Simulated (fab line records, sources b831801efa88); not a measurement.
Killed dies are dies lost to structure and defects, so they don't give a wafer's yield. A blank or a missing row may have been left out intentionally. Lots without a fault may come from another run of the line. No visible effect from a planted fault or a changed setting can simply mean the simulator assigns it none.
Shared-tool check | flow gf180mcu | Sample size 14 lots and 42 wafers

== REASON FOR OPENING ==
2 of 14 lots carry a flag on the reading SALICIDE_TIN_RS at GF_SALICIDE_RS_MEAS_04. Fault-free wafers read 16.30 ohm/sq, with a standard deviation of 0.27.
Rule: a lot gets a flag if all its wafers with a number sit over 4 standard deviations from that mean, or if no wafer of it has a number. The other lots count as sound.

lot  | measured     | on            | SALICIDE_TIN_RS (ohm/sq), wafer by wafer | flag
L217 | day 15 08:46 | film-metro-02 | 16.45 16.20 16.47                        |
L216 | day 15 11:28 | film-metro-03 | 15.98 15.92 16.01                        |
L218 | day 15 18:25 | film-metro-03 | 17.06 16.89 16.88                        |
L219 | day 16 09:54 | film-metro-03 | 16.36 16.48 16.47                        |
L221 | day 16 18:04 | film-metro-02 | 16.31 16.40 16.19                        |
L222 | day 17 04:32 | film-metro-02 | 16.47 16.24 16.19                        |
L224 | day 17 22:01 | film-metro-03 | 16.41 16.44 16.09                        |
L225 | day 18 07:11 | film-metro-04 | 16.10 16.54 16.35                        |
L226 | day 18 16:02 | film-metro-03 | 8.47 8.37 8.43                           | FLAGGED
L233 | day 21 01:57 | film-metro-04 | 8.28 8.32 8.34                           | FLAGGED
L235 | day 22 00:56 | film-metro-02 | 15.81 15.72 15.99                        |
L237 | day 22 15:28 | film-metro-03 | 16.47 16.05 16.01                        |
L238 | day 22 22:32 | film-metro-03 | 16.06 15.96 15.85                        |
L239 | day 23 05:24 | film-metro-02 | 16.08 16.22 16.43                        |
On average the flagged lots' numbers are 8.37 ohm/sq, which is -7.93 ohm/sq against the usual, or -29 standard deviations.

== LOT BY LOT: THE TOOL USED ==
The record holds 1 process step before the reading, out of a route of 602 steps. Each cell gives the tool, then ch followed by the chambers the sampled wafers passed through, then the start.
lot  | flag    | GF_SALICIDE_SPUTTER_02
L217 |         | pvd-sputter-04, day 15 08:39
L216 |         | pvd-sputter-02, day 15 11:23
L218 |         | pvd-sputter-01, day 15 18:22
L219 |         | pvd-sputter-04, day 16 09:51
L221 |         | pvd-sputter-01, day 16 18:00
L222 |         | pvd-sputter-02, day 17 04:27
L224 |         | pvd-sputter-04, day 17 21:57
L225 |         | pvd-sputter-04, day 18 07:06
L226 | FLAGGED | pvd-sputter-04, day 18 15:46
L233 | FLAGGED | pvd-sputter-04, day 21 01:41
L235 |         | pvd-sputter-04, day 22 00:53
L237 |         | pvd-sputter-02, day 22 15:24
L238 |         | pvd-sputter-01, day 22 22:27
L239 |         | pvd-sputter-01, day 23 05:17
What these steps do:
- GF_SALICIDE_SPUTTER_02: material Co, target thk 10 nm, time 20 s.
- GF_SALICIDE_RS_MEAS_04: measures by four-point-probe.

== FLAGGED OVER TOTAL, TOOL BY TOOL (the gauges that took the reading come last) ==
step                   | tool           | lots run | flagged | share of the flagged lots | sound lots run after its first flagged lot
GF_SALICIDE_SPUTTER_02 | pvd-sputter-01 | 4        | 0       | none                      | -
GF_SALICIDE_SPUTTER_02 | pvd-sputter-02 | 3        | 0       | none                      | -
GF_SALICIDE_SPUTTER_02 | pvd-sputter-04 | 7        | 2       | all                       | 1 (L235)
GF_SALICIDE_RS_MEAS_04 | film-metro-02  | 5        | 0       | none                      | -
GF_SALICIDE_RS_MEAS_04 | film-metro-03  | 7        | 1       | some                      | 2 (L237,L238)
GF_SALICIDE_RS_MEAS_04 | film-metro-04  | 2        | 1       | some                      | 0

== WHAT THE TABLE ALLOWS ==
In the table, 1 row covers all flagged lots: pvd-sputter-04 at GF_SALICIDE_SPUTTER_02.
- pvd-sputter-04 at GF_SALICIDE_SPUTTER_02: 2 of its 7 lots flagged. Sound lots followed the first flagged one (L235) on it, something a lasting fault affecting the whole tool could not allow.
None of the table's rows ran every flagged lot and, after the first, no sound lot.

== WHAT WAS PUT IN BY THE SIMULATOR ==
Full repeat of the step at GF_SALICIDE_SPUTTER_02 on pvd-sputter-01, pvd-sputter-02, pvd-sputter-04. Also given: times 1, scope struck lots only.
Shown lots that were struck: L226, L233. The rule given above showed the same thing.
